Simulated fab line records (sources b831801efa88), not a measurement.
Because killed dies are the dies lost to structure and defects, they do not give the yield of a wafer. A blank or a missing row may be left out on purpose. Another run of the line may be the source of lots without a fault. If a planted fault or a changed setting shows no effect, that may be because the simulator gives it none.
The tool behind it: which one? || flow sky130 || 72 wafers from 24 lots sampled at 3 of the route's 708 steps

## WHAT THE GAUGES READ, wafer by wafer
SKY_CONTACT_RS_MEAS_25: a four-point-probe measurement.
{"lot": "L074", "measured": "day 30 18:37", "on": "film metro-01", "CONTACT_W_RS (ohm/sq)": "0.337 0.339 0.337"}
{"lot": "L075", "measured": "day 31 08:22", "on": "film metro-04", "CONTACT_W_RS (ohm/sq)": "0.347 0.342 0.341"}
{"lot": "L076", "measured": "day 31 17:44", "on": "film metro-01", "CONTACT_W_RS (ohm/sq)": "0.339 0.337 0.341"}
{"lot": "L077", "measured": "day 32 05:08", "on": "film metro-03", "CONTACT_W_RS (ohm/sq)": "0.339 0.342 0.340"}
{"lot": "L078", "measured": "day 32 21:02", "on": "film metro-03", "CONTACT_W_RS (ohm/sq)": "0.342 0.343 0.339"}
{"lot": "L079", "measured": "day 33 10:10", "on": "film metro-04", "CONTACT_W_RS (ohm/sq)": "0.330 0.336 0.333"}
{"lot": "L080", "measured": "day 33 16:01", "on": "film metro-04", "CONTACT_W_RS (ohm/sq)": "0.338 0.340 0.334"}
{"lot": "L081", "measured": "day 33 20:06", "on": "film metro-04", "CONTACT_W_RS (ohm/sq)": "0.336 0.340 0.340"}
{"lot": "L082", "measured": "day 34 11:05", "on": "film metro-04", "CONTACT_W_RS (ohm/sq)": "0.338 0.337 0.340"}
{"lot": "L084", "measured": "day 34 17:20", "on": "film metro-03", "CONTACT_W_RS (ohm/sq)": "0.337 0.341 0.337"}
{"lot": "L083", "measured": "day 34 18:58", "on": "film metro-03", "CONTACT_W_RS (ohm/sq)": "0.340 0.340 0.343"}
{"lot": "L085", "measured": "day 34 21:38", "on": "film metro-04", "CONTACT_W_RS (ohm/sq)": "0.340 0.343 0.339"}
{"lot": "L086", "measured": "day 35 06:55", "on": "film metro-01", "CONTACT_W_RS (ohm/sq)": "0.344 0.341 0.348"}
{"lot": "L087", "measured": "day 35 15:52", "on": "film metro-03", "CONTACT_W_RS (ohm/sq)": "0.339 0.343 0.344"}
{"lot": "L088", "measured": "day 35 20:11", "on": "film metro-04", "CONTACT_W_RS (ohm/sq)": "0.342 0.343 0.341"}
{"lot": "L090", "measured": "day 37 06:01", "on": "film metro-04", "CONTACT_W_RS (ohm/sq)": "0.341 0.342 0.344"}
{"lot": "L091", "measured": "day 37 06:02", "on": "film metro-01", "CONTACT_W_RS (ohm/sq)": "0.342 0.341 0.339"}
{"lot": "L089", "measured": "day 37 06:07", "on": "film metro-03", "CONTACT_W_RS (ohm/sq)": "0.342 0.341 0.342"}
{"lot": "L092", "measured": "day 37 07:57", "on": "film metro-03", "CONTACT_W_RS (ohm/sq)": "0.344 0.342 0.350"}
{"lot": "L093", "measured": "day 37 17:07", "on": "film metro-01", "CONTACT_W_RS (ohm/sq)": "0.338 0.334 0.344"}
{"lot": "L094", "measured": "day 38 10:10", "on": "film metro-01", "CONTACT_W_RS (ohm/sq)": "0.344 0.343 0.343"}
{"lot": "L096", "measured": "day 39 02:56", "on": "film metro-01", "CONTACT_W_RS (ohm/sq)": "0.333 0.338 0.333"}
{"lot": "L095", "measured": "day 39 03:17", "on": "film metro-04", "CONTACT_W_RS (ohm/sq)": "0.343 0.343 0.339"}
{"lot": "L097", "measured": "day 39 07:52", "on": "film metro-03", "CONTACT_W_RS (ohm/sq)": "0.339 0.343 0.342"}

SKY_CAPM_OVL_MEAS_12.
{"lot": "L074", "measured": "day 36 14:14", "on": "overlay-02", "CAPM_OVL (nm)": "1.3 2.2 2.4"}
{"lot": "L075", "measured": "day 37 03:32", "on": "overlay-02", "CAPM_OVL (nm)": "-1.6 -0.1 0.3"}
{"lot": "L076", "measured": "day 37 11:37", "on": "overlay-02", "CAPM_OVL (nm)": "0.7 0.3 0.5"}
{"lot": "L077", "measured": "day 38 00:55", "on": "overlay-01", "CAPM_OVL (nm)": "-2.1 -2.9 -2.8"}
{"lot": "L078", "measured": "day 38 14:19", "on": "overlay-01", "CAPM_OVL (nm)": "-2.9 -0.7 -1.1"}
{"lot": "L079", "measured": "day 39 04:33", "on": "overlay-02", "CAPM_OVL (nm)": "0.3 -0.6 -0.1"}
{"lot": "L080", "measured": "day 39 08:29", "on": "overlay-02", "CAPM_OVL (nm)": "-3.0 -3.0 -1.9"}
{"lot": "L081", "measured": "day 39 16:34", "on": "overlay-02", "CAPM_OVL (nm)": "1.2 1.8 1.9"}
{"lot": "L082", "measured": "day 40 00:29", "on": "overlay-02", "CAPM_OVL (nm)": "1.7 3.7 4.6"}
{"lot": "L084", "measured": "day 40 07:32", "on": "overlay-02", "CAPM_OVL (nm)": "-0.5 -0.8 -0.9"}
{"lot": "L083", "measured": "day 40 09:58", "on": "overlay-01", "CAPM_OVL (nm)": "-1.1 -3.4 -1.6"}
{"lot": "L085", "measured": "day 40 10:29", "on": "overlay-02", "CAPM_OVL (nm)": "3.6 1.7 0.4"}
{"lot": "L086", "measured": "day 40 20:23", "on": "overlay-02", "CAPM_OVL (nm)": "0.4 -0.2 0.1"}
{"lot": "L087", "measured": "day 41 03:39", "on": "overlay-01", "CAPM_OVL (nm)": "-2.6 -1.8 -2.0"}
{"lot": "L088", "measured": "day 41 10:01", "on": "overlay-01", "CAPM_OVL (nm)": "2.0 0.2 1.3"}
{"lot": "L090", "measured": "day 42 14:32", "on": "overlay-02", "CAPM_OVL (nm)": "-1.2 0.0 -0.9"}
{"lot": "L091", "measured": "day 42 14:47", "on": "overlay-01", "CAPM_OVL (nm)": "-1.0 -1.2 0.3"}
{"lot": "L089", "measured": "day 42 15:05", "on": "overlay-01", "CAPM_OVL (nm)": "-2.8 -2.7 -1.2"}
{"lot": "L092", "measured": "day 42 15:38", "on": "overlay-02", "CAPM_OVL (nm)": "0.5 0.4 -1.4"}
{"lot": "L093", "measured": "day 43 01:08", "on": "overlay-01", "CAPM_OVL (nm)": "-1.2 -0.7 0.9"}
{"lot": "L094", "measured": "day 43 16:24", "on": "overlay-02", "CAPM_OVL (nm)": "-0.6 -0.2 -2.2"}
{"lot": "L096", "measured": "day 44 07:41", "on": "overlay-01", "CAPM_OVL (nm)": "-1.7 -1.1 -1.1"}
{"lot": "L095", "measured": "day 44 08:16", "on": "overlay-02", "CAPM_OVL (nm)": "0.2 1.1 -0.7"}
{"lot": "L097", "measured": "day 44 13:10", "on": "overlay-01", "CAPM_OVL (nm)": "-5.2 -5.1 -4.6"}

## WHICH TOOL RAN EACH LOT (tool, then ch and the chambers of the sampled wafers, then the start)
{"lot": "L074", "SKY_METAL1_SPUTTER_03": "pvd sputter-04, day 30 19:10"}
{"lot": "L075", "SKY_METAL1_SPUTTER_03": "pvd sputter-02, day 31 08:52"}
{"lot": "L076", "SKY_METAL1_SPUTTER_03": "pvd sputter-04, day 31 18:16"}
{"lot": "L077", "SKY_METAL1_SPUTTER_03": "pvd sputter-03, day 32 05:40"}
{"lot": "L078", "SKY_METAL1_SPUTTER_03": "pvd sputter-04, day 32 21:35"}
{"lot": "L079", "SKY_METAL1_SPUTTER_03": "pvd sputter-03, day 33 10:40"}
{"lot": "L080", "SKY_METAL1_SPUTTER_03": "pvd sputter-03, day 33 16:34"}
{"lot": "L081", "SKY_METAL1_SPUTTER_03": "pvd sputter-03, day 33 20:39"}
{"lot": "L082", "SKY_METAL1_SPUTTER_03": "pvd sputter-04, day 34 11:38"}
{"lot": "L084", "SKY_METAL1_SPUTTER_03": "pvd sputter-02, day 34 17:50"}
{"lot": "L083", "SKY_METAL1_SPUTTER_03": "pvd sputter-04, day 34 19:31"}
{"lot": "L085", "SKY_METAL1_SPUTTER_03": "pvd sputter-04, day 34 22:09"}
{"lot": "L086", "SKY_METAL1_SPUTTER_03": "pvd sputter-02, day 35 07:28"}
{"lot": "L087", "SKY_METAL1_SPUTTER_03": "pvd sputter-02, day 35 16:23"}
{"lot": "L088", "SKY_METAL1_SPUTTER_03": "pvd sputter-02, day 35 20:44"}
{"lot": "L090", "SKY_METAL1_SPUTTER_03": "pvd sputter-04, day 37 06:31"}
{"lot": "L091", "SKY_METAL1_SPUTTER_03": "pvd sputter-03, day 37 06:34"}
{"lot": "L089", "SKY_METAL1_SPUTTER_03": "pvd sputter-02, day 37 06:49"}
{"lot": "L092", "SKY_METAL1_SPUTTER_03": "pvd sputter-02, day 37 08:27"}
{"lot": "L093", "SKY_METAL1_SPUTTER_03": "pvd sputter-04, day 37 17:40"}
{"lot": "L094", "SKY_METAL1_SPUTTER_03": "pvd sputter-02, day 38 10:41"}
{"lot": "L096", "SKY_METAL1_SPUTTER_03": "pvd sputter-02, day 39 03:31"}
{"lot": "L095", "SKY_METAL1_SPUTTER_03": "pvd sputter-04, day 39 04:07"}
{"lot": "L097", "SKY_METAL1_SPUTTER_03": "pvd sputter-03, day 39 08:25"}
- SKY_METAL1_SPUTTER_03: material Ti, target thk 5 nm, time 3.3 s.

## AS READ BY THE TOOLS THEMSELVES (means over the sampled wafers that have a number; for cases with no such wafer, the mark the record gives instead)
SKY_METAL1_SPUTTER_03.
{"lot": "L074", "tool": "pvd sputter-04", "throttle valve pct (%)": 31.3}
{"lot": "L075", "tool": "pvd sputter-02", "throttle valve pct (%)": 29.5}
{"lot": "L076", "tool": "pvd sputter-04", "throttle valve pct (%)": 31.2}
{"lot": "L077", "tool": "pvd sputter-03", "throttle valve pct (%)": 30.1}
{"lot": "L078", "tool": "pvd sputter-04", "throttle valve pct (%)": 31.3}
{"lot": "L079", "tool": "pvd sputter-03", "throttle valve pct (%)": 29.5}
{"lot": "L080", "tool": "pvd sputter-03", "throttle valve pct (%)": 29.7}
{"lot": "L081", "tool": "pvd sputter-03", "throttle valve pct (%)": 30.1}
{"lot": "L082", "tool": "pvd sputter-04", "throttle valve pct (%)": 29.9}
{"lot": "L084", "tool": "pvd sputter-02", "throttle valve pct (%)": 30.0}
{"lot": "L083", "tool": "pvd sputter-04", "throttle valve pct (%)": 30.0}
{"lot": "L085", "tool": "pvd sputter-04", "throttle valve pct (%)": 30.9}
{"lot": "L086", "tool": "pvd sputter-02", "throttle valve pct (%)": 29.5}
{"lot": "L087", "tool": "pvd sputter-02", "throttle valve pct (%)": 28.8}
{"lot": "L088", "tool": "pvd sputter-02", "throttle valve pct (%)": 29.8}
{"lot": "L090", "tool": "pvd sputter-04", "throttle valve pct (%)": 30.2}
{"lot": "L091", "tool": "pvd sputter-03", "throttle valve pct (%)": 29.9}
{"lot": "L089", "tool": "pvd sputter-02", "throttle valve pct (%)": 29.9}
{"lot": "L092", "tool": "pvd sputter-02", "throttle valve pct (%)": 29.3}
{"lot": "L093", "tool": "pvd sputter-04", "throttle valve pct (%)": 29.1}
{"lot": "L094", "tool": "pvd sputter-02", "throttle valve pct (%)": 29.1}
{"lot": "L096", "tool": "pvd sputter-02", "throttle valve pct (%)": 29.5}
{"lot": "L095", "tool": "pvd sputter-04", "throttle valve pct (%)": 30.9}
{"lot": "L097", "tool": "pvd sputter-03", "throttle valve pct (%)": 29.4}

## THE ANSWER, worked out from the rows above alone
Rule: what is usual is taken from the lots themselves. The widest of any qualifying gaps counts: lots, ordered by their means at a reading, are off when they make up no more than a third of the lots, leave a main group of 4 or more, and stand apart from it by 3 or more times the standard deviation of that group's means. Not used: any main group whose means are identical at the precision the tables above print for the reading. A lot without any number at a reading at which 4 lots or more have one is off too. Any other lot the step has rows for is counted as sound. Order of review: gauges by route order, followed by the tools' own readings, for which a lot's mean as printed above is used. At the first step where some lot is off, the reading lying furthest off is the one used; lots without a number count as furthest.
None of the lots is off at any reading shown; this tells nothing.

## WHAT WAS PUT IN BY THE SIMULATOR
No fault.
